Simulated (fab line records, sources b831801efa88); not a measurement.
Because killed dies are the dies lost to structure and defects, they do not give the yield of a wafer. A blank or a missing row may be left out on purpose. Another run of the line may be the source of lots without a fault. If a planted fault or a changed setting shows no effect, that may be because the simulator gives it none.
What tool caused it? + flow gf180mcu + 14 lots, 42 wafers sampled, at 4 steps of a route of 602

WHAT THE GAUGES SHOWED, per wafer
GF_M3_THK_MEAS_06: measures by xrf.
| lot  | measured     | on            | M3_ALCU_THK (nm) |
|------|--------------|---------------|------------------|
| L822 | day 20 12:33 | film metro-03 | 457 457 464      |
| L823 | day 21 05:56 | film metro-02 | 455 467 469      |
| L824 | day 21 11:46 | film metro-02 | 448 446 461      |
| L826 | day 22 04:25 | film metro-02 | 444 458 453      |
| L828 | day 22 22:42 | film metro-03 | 459 468 457      |
| L829 | day 23 19:26 | film metro-03 | 458 465 456      |
| L834 | day 25 04:20 | film metro-03 | 459 467 462      |
| L837 | day 26 01:35 | film metro-04 | 449 456 455      |
| L839 | day 26 15:48 | film metro-03 | 467 460 458      |
| L840 | day 27 02:49 | film metro-03 | 448 460 455      |
| L841 | day 27 06:44 | film metro-04 | 455 452 443      |
| L843 | day 27 23:55 | film metro-02 | 450 446 446      |
| L844 | day 28 02:21 | film metro-02 | 446 441 440      |
| L845 | day 28 07:27 | film metro-03 | 457 448 447      |

GF_V3_THK_MEAS_01.
| lot  | measured     | on            | V3_CVD_00_THK (nm) |
|------|--------------|---------------|--------------------|
| L822 | day 21 13:50 | film metro-01 | 588 592 602        |
| L823 | day 22 06:55 | film metro-04 | 583 600 597        |
| L824 | day 22 12:26 | film metro-02 | 590 602 604        |
| L826 | day 23 05:20 | film metro-02 | 595 599 603        |
| L828 | day 23 21:55 | film metro-01 | 604 598 597        |
| L829 | day 24 18:33 | film metro-02 | 591 596 593        |
| L834 | day 26 02:31 | film metro-02 | 592 584 599        |
| L837 | day 26 23:25 | film metro-04 | 594 594 610        |
| L839 | day 27 13:01 | film metro-01 | 592 594 599        |
| L840 | day 27 23:43 | film metro-01 | 601 588 584        |
| L841 | day 28 03:46 | film metro-02 | 599 597 602        |
| L843 | day 28 20:11 | film metro-01 | 586 587 594        |
| L844 | day 28 22:44 | film metro-04 | 595 593 595        |
| L845 | day 29 03:35 | film metro-02 | 609 607 605        |

WHAT TOOL EACH LOT RAN ON (gives the tool, then ch and the chambers of the sampled wafers, and finally the start)
| lot  | GF_STI_ETCH_13                    | GF_HV_LDD_DEVELOP_45              |
|------|-----------------------------------|-----------------------------------|
| L822 | rie diel-01 ch 0,2, day 2 00:20   | litho track-03 ch 0, day 12 09:44 |
| L823 | rie diel-01 ch 0,1,3, day 2 07:05 | litho track-01 ch 0, day 13 00:32 |
| L824 | rie diel-01 ch 0,3, day 2 11:00   | litho track-01 ch 0, day 13 02:55 |
| L826 | rie diel-04 ch 0,2,3, day 2 21:57 | litho track-03 ch 0, day 13 19:16 |
| L828 | rie diel-01 ch 0,1,2, day 3 08:08 | litho track-02 ch 0, day 14 10:05 |
| L829 | rie diel-04 ch 0,1,2, day 3 15:03 | litho track-03 ch 0, day 15 07:13 |
| L834 | rie diel-04 ch 1,3, day 4 17:06   | litho track-02 ch 0, day 16 17:40 |
| L837 | rie diel-03 ch 1,2, day 5 08:57   | litho track-02 ch 0, day 17 16:25 |
| L839 | rie diel-04 ch 0,2,3, day 5 17:39 | litho track-03 ch 0, day 18 07:26 |
| L840 | rie diel-01 ch 0,2, day 6 00:27   | litho track-03 ch 0, day 18 20:43 |
| L841 | rie diel-01 ch 0,2,3, day 6 03:29 | litho track-01 ch 0, day 19 00:39 |
| L843 | rie diel-01 ch 0,3, day 6 13:53   | litho track-03 ch 0, day 19 21:05 |
| L844 | rie diel-03 ch 0,1,2, day 6 19:57 | litho track-03 ch 0, day 20 00:32 |
| L845 | rie diel-04 ch 2,3, day 7 00:42   | litho track-02 ch 0, day 20 06:54 |
- GF_STI_ETCH_13: etches the open film in CHF3/O2, stops on Si, target depth 282.31 nm, time 112.9 s.
- GF_HV_LDD_DEVELOP_45: develop time 60 s.

WHAT THE TOOLS THEMSELVES READ (means of the sampled wafers that have a number; where no wafer has one, the mark that the record gives instead)
GF_STI_ETCH_13.
| lot  | tool        | O2_flow_sccm (sccm) | drypump motor current A (A) | oes product au (a.u.) | throttle valve pct (%) |
|------|-------------|---------------------|-----------------------------|-----------------------|------------------------|
| L822 | rie diel-01 | 5.008               | 6.1                         | 0.822                 | 8.800                  |
| L823 | rie diel-01 | 4.995               | 5.7                         | 0.825                 | 8.809                  |
| L824 | rie diel-01 | 4.993               | 5.5                         | 0.838                 | 8.816                  |
| L826 | rie diel-04 | 5.002               | 5.9                         | 0.836                 | 8.808                  |
| L828 | rie diel-01 | 4.990               | 6.0                         | 0.832                 | 8.811                  |
| L829 | rie diel-04 | 4.992               | 5.5                         | 0.835                 | 8.813                  |
| L834 | rie diel-04 | 5.020               | 6.2                         | 0.841                 | 8.814                  |
| L837 | rie diel-03 | 5.013               | 6.3                         | 0.834                 | 8.813                  |
| L839 | rie diel-04 | 4.993               | 5.9                         | 0.836                 | 8.815                  |
| L840 | rie diel-01 | 5.010               | 6.2                         | 0.837                 | 8.812                  |
| L841 | rie diel-01 | 5.002               | 5.8                         | 0.833                 | 8.807                  |
| L843 | rie diel-01 | 4.992               | 5.5                         | 0.830                 | 8.806                  |
| L844 | rie diel-03 | 5.008               | 6.2                         | 0.832                 | 8.804                  |
| L845 | rie diel-04 | 4.997               | 5.5                         | 0.831                 | 8.802                  |

GF_HV_LDD_DEVELOP_45.
| lot  | tool           | developer temp C (C) |
|------|----------------|----------------------|
| L822 | litho track-03 | 23.11                |
| L823 | litho track-01 | 23.03                |
| L824 | litho track-01 | 22.95                |
| L826 | litho track-03 | 23.00                |
| L828 | litho track-02 | 22.92                |
| L829 | litho track-03 | 22.90                |
| L834 | litho track-02 | 23.64                |
| L837 | litho track-02 | 23.73                |
| L839 | litho track-03 | 22.94                |
| L840 | litho track-03 | 23.02                |
| L841 | litho track-01 | 23.02                |
| L843 | litho track-03 | 22.91                |
| L844 | litho track-03 | 23.14                |
| L845 | litho track-02 | 22.89                |

THE ANSWER, worked out from the rows above alone
Rule: what is usual is taken from the lots themselves. The widest of any qualifying gaps counts: lots, ordered by their means at a reading, are off when they make up no more than a third of the lots, leave a main group of 4 or more, and stand apart from it by 3 or more times the standard deviation of that group's means. If all means in a main group match to the digits the tables above print for the reading, that group is not used. A lot without any number at a reading at which 4 lots or more have one is off too. Any other lot the step has rows for is counted as sound. The gauges are gone through in route order, then the tools' own readings, and for those a lot's mean is taken as printed above. The first step at which some lot is off is used, and at that step the reading that is off furthest; a lot without a number counts as furthest.
Off: L834, L837, at GF_HV_LDD_DEVELOP_45 (developer temp C). Mean 22.99 C and standard deviation 0.078 in the main group.
A tool fits if, at that step or a process step before it, it ran every lot that is off, and no sound lot after the first of them. No candidate that was tried fits.

WHAT THE SIMULATOR HAD INSERTED
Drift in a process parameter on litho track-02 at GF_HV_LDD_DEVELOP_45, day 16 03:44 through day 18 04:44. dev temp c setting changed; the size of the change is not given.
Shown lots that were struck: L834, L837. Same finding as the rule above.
